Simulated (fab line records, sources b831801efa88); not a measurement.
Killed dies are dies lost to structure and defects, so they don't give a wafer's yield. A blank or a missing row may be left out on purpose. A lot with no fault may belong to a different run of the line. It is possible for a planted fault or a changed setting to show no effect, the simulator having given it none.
Matching of chambers	flow gf180mcu	GF_V4_ETCH_16 on rie_diel-02: 4 sister chambers
The step etches BARC in N2/H2. 4 wafers are shown with their chamber, then 7 later ones without.

## WAFERS WITH THEIR CHAMBER
wafer	chamber	drypump_motor_current_A (A)
L082.4	1	5.7
L082.5	2	5.8
L086.3	3	5.3
L086.5	0	5.3

## WAFERS MISSING THEIR CHAMBER
wafer	drypump_motor_current_A (A)
L086.6	5.7
L092.1	5.7
L092.5	5.3
L092.6	5.3
L094.1	5.7
L094.2	5.8
L094.6	5.9

## WHICH CHAMBER EACH WENT THROUGH
wafer	from the rows above	in truth
L086.6	1	1
L092.1	1	1
L092.5	can't be placed: 0 or 3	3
L092.6	can't be placed: 0 or 3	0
L094.1	1	1
L094.2	2	2
L094.6	2	2
5 of 7 placed correctly. Can't be placed from these rows: 2 (the true chamber is among the candidates in 2). Wrongly placed: 0.
How it was worked out, from the rows above alone: a wafer's distance from a chamber is the root of the sum, over the readings, of the square of ((its reading less the chamber's mean) divided by the reading's scatter). If the next closest chamber is less than 2 further off than the closest, the wafer can't be placed; otherwise it belongs to the closest. For every chamber, the mean is computed from those of its wafers that are shown. The scatter: with one shown wafer a chamber, the root of the mean of the squares of how far each hidden wafer lies from its nearest shown one.
